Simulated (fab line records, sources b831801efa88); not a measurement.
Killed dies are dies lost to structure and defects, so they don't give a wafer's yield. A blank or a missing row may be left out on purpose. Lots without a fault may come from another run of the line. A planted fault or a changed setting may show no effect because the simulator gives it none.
A struck lot beside a sound one | flow sky130 | 15 steps out of a route of 708
Sound: wafers L553.1, L553.2, L553.6. Struck: wafer L561.5. The cause comes at the end.
At each step with rows: each side's tool, then ch and its chambers, then its first start. Under that, the readings that differ: sound wafers | struck wafers | difference of the means | sigmas: that difference in standard deviations of wafers without a fault.
alike: readings whose means differ by less than 2 such deviations, and words and numbers that are the same on both sides. not compared: withheld readings, readings that some wafer has no value for, bounds like >300 that may hide the same value, and numbers for which the record gives no deviation and whose values overlap.
The two part at a step that has a row with sigmas, a row that says differs or no value, or rows on one side only. Numbers that don't overlap but have no deviation are shown without sigmas and don't part them. A reading that every wafer of one side lacks parts them only if that side has two wafers or more.

first, 1 step without rows for these wafers: SKY_METAL1_DEVELOP_14 (develop time 60 s).
SKY_METAL1_CD_MEAS_15: target cd 140 nm.
  sound on cd_sem-02, day 34 08:38; struck on cd_sem-01, day 36 18:17
  alike: cd_nm
SKY_METAL1_OVL_MEAS_16:
  sound on overlay-01, day 34 08:46; struck on overlay-02, day 36 18:21
  alike: METAL1_OVL
SKY_METAL1_DESCUM_17: chemistry O2, time 8 s.
  sound on rie_metal-01 ch 0,1, day 34 08:48; struck on rie_metal-01 ch 1, day 36 18:23
  alike: drypump_motor_current_A, oes_product_au
  not compared: rf_hours_counter_h
SKY_METAL1_ETCH_18: etches BARC in N2/H2, stops on SiO2, time 45.9 s, target depth 60 nm.
  sound on rie_metal-01 ch 0,1, day 34 08:50; struck on rie_metal-01 ch 1, day 36 18:26
  alike: drypump_motor_current_A, oes_product_au, throttle_valve_pct
  not compared: rf_hours_counter_h
SKY_METAL1_METAL_ETCH_19: etches the open film in Cl2/BCl3, stops on SiO2, target depth 360 nm, time 78 s.
  sound on rie_metal-01 ch 0,1, day 34 08:53; struck on rie_metal-01 ch 1, day 36 18:31
  alike: drypump_motor_current_A, oes_product_au, throttle_valve_pct
  not compared: rf_hours_counter_h
SKY_METAL1_STRIP_20: strips in O2/N2.
  sound on plasma_asher-04 ch 0,1, day 34 09:00; struck on plasma_asher-03 ch 1, day 36 18:37
  alike: drypump_motor_current_A, oes_product_au, strip_time_to_endpoint_s
  not compared: rf_hours_counter_h
then, 4 steps without rows for these wafers: SKY_METAL1_STRIP_21 (strips in post etch residue remover, time 1200 s); SKY_METAL1_CLEAN_22 (cleans in IPA, time 180 s); SKY_METAL1_CLEAN_23 (cleans in O3/DIW); SKY_VIA1_HDPCVD_00 (deposits SiO2, target thk 1030 nm, time 171.7 s).
SKY_VIA1_THK_MEAS_01:
  sound on film_metro-03, day 34 09:46; struck on film_metro-03, day 36 19:17
  alike: VIA1_HDPCVD_THK
SKY_VIA1_CMP_02: polishes SiO2.
  sound on cmp-01 ch 1,2,3, day 34 09:52; struck on cmp-01 ch 1, day 36 19:31
  reading          | sound             | struck | difference | sigmas
  platen_rpm (rpm) | 60.01 59.93 59.97 | 53.99  | -5.98      | -99 or more
  alike: edge_zone_pressure_frac, motor_current_A, slurry_flow_ml_min
SKY_VIA1_BOW_MEAS_03:
  sound on film_metro-02, day 34 10:07; struck on film_metro-03, day 36 19:41
  alike: VIA1_BOW
-- the record jumps here: 12 days lie between the struck wafers' starts before and after (it left off in module VIA1 and takes up again in module PAD_OPEN, whose first step shown is number 708 of the route) --
SKY_PAD_OPEN_PROBE_99:
  sound on prober-02, day 46 22:30; struck on prober-02, day 48 18:58
  reading            | sound    | struck | difference | sigmas
  killed_at_M0_to_M3 | 39 51 39 | 28     | -15        | -2
  killed_at_other    | 0 0 0    | 1      | +1         | +2
  killed_open        | 45 46 47 | 32     | -14        | -2
  alike: killed_at_M4_up, killed_at_contacts, killed_at_front_end, killed_dies, killed_on_rim, killed_short

WHERE THEY PART
First at SKY_VIA1_CMP_02; last, within this record, at SKY_PAD_OPEN_PROBE_99.

WHY: what the simulator had put in
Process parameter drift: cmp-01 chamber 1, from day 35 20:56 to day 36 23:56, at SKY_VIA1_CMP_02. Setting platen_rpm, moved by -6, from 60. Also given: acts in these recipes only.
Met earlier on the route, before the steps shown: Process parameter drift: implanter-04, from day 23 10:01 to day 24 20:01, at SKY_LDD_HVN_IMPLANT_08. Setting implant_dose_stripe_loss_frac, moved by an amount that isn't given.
